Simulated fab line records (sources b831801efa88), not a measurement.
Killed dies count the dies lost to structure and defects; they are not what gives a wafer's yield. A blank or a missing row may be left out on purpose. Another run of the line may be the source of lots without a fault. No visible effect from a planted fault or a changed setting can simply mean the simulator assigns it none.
Matching of chambers -- flow gf180mcu -- 4 sister chambers for GF_STI_ETCH_13 on rie-diel-01
The step etches the open film in CHF3/O2, stops on Si, target depth 282.31 nm, time 112.9 s. 14 wafers are shown with their chamber, then 7 later ones without.

EACH WAFER AND ITS CHAMBER
wafer,chamber,throttle-valve-pct (%),oes-product-au (a.u.),O2_flow_sccm (sccm)
L737.2,3,8.819,0.838,5.000
L737.4,1,8.809,0.835,4.992
L737.6,1,8.835,0.850,4.987
L739.2,2,8.818,0.823,4.977
L739.5,2,8.790,0.834,5.016
L739.6,3,8.801,0.825,4.998
L741.1,1,8.807,0.839,5.014
L741.2,3,8.808,0.846,5.025
L741.5,1,8.809,0.838,5.010
L742.2,3,8.815,0.837,4.981
L742.5,0,8.787,0.826,5.017
L742.6,1,8.815,0.837,4.996
L747.1,0,8.806,0.838,4.972
L747.3,3,8.808,0.828,5.018

SIGNATURES, as means of the wafers listed above
reading,chamber 0,chamber 1,chamber 2,chamber 3,scatter within a chamber
throttle-valve-pct,8.79650,8.81500,8.80400,8.81020,0.0114
oes-product-au,0.83200,0.83980,0.82850,0.83480,0.00744
O2_flow_sccm,4.99450,4.99980,4.99650,5.00440,0.0188
Rule: a wafer lies at a distance from a chamber equal to the root of the sum of squares, over the readings, of (its reading less the chamber's mean, divided by the reading's scatter). The wafer belongs to the nearest chamber; if the next one is less than 2 further off, it can't be placed. The scatter is the square root of a quotient: the sum, over the shown wafers, of each reading's squared deviation from its chamber's mean, divided by wafers minus chambers.

WAFERS WITH NO CHAMBER GIVEN
wafer,throttle-valve-pct (%),oes-product-au (a.u.),O2_flow_sccm (sccm)
L747.4,8.811,0.826,5.017
L750.3,8.801,0.830,4.998
L750.4,8.809,0.828,5.006
L750.5,8.813,0.833,4.981
L752.1,8.821,0.835,4.998
L752.2,8.825,0.835,5.041
L752.3,8.805,0.839,4.996

EACH ONE'S CHAMBER
wafer,from the rows above,in truth
L747.4,can't be placed: 2 or 3 or 0 or 1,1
L750.3,can't be placed: 2 or 0 or 3 or 1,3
L750.4,can't be placed: 2 or 3 or 0 or 1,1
L750.5,can't be placed: 2 or 3 or 1 or 0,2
L752.1,can't be placed: 1 or 3 or 2 or 0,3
L752.2,can't be placed: 3 or 1 or 2 or 0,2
L752.3,can't be placed: 3 or 1 or 0 or 2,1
Correctly placed: 0 of 7. Unplaceable from these rows: 7, with the true chamber sitting among the candidates in 7. Number placed wrongly: 0.
